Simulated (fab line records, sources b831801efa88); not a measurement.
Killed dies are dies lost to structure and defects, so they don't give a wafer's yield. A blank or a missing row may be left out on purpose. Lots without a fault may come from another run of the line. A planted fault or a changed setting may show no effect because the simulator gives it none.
Which tool did it? | flow gf180mcu | 7 lots, 21 wafers sampled, at 1 step of a route of 602

WHAT THE GAUGES READ, wafer by wafer
GF_CONTACT_THK_MEAS_01.
lot  | measured     | on            | CONTACT_CVD_00_THK (nm)
L432 | day 15 20:26 | film_metro-02 | 300.8 299.1 301.9
L433 | day 16 06:49 | film_metro-04 | 297.9 301.9 298.7
L436 | day 17 03:25 | film_metro-04 | 295.8 300.8 296.8
L440 | day 18 12:58 | film_metro-03 | 294.0 298.4 296.0
L443 | day 19 10:50 | film_metro-03 | 297.6 299.3 296.5
L452 | day 23 07:37 | film_metro-03 | 295.9 299.5 301.9
L454 | day 23 13:29 | film_metro-03 | 294.4 293.6 297.3

WHICH TOOL RAN EACH LOT (tool, then ch and the chambers of the sampled wafers, then the start)
The record holds no process step before these readings.

THE ANSWER, worked out from the rows above alone
Rule: what is usual is taken from the lots themselves. Put in order of their means at a reading, lots are off if they are a third of the lots or fewer, leave a main group of 4 or more, and stand apart from it by a gap of 3 or more times the standard deviation of the main group's means; of several such gaps the widest counts. A main group whose means are all the same, to the digits that the tables above print for the reading, isn't used. A lot without any number at a reading at which 4 lots or more have one is off too. The other lots that the step has rows for count as sound.
No lot is off at any reading shown: from this, nothing can be told.

WHAT THE SIMULATOR HAD PUT IN
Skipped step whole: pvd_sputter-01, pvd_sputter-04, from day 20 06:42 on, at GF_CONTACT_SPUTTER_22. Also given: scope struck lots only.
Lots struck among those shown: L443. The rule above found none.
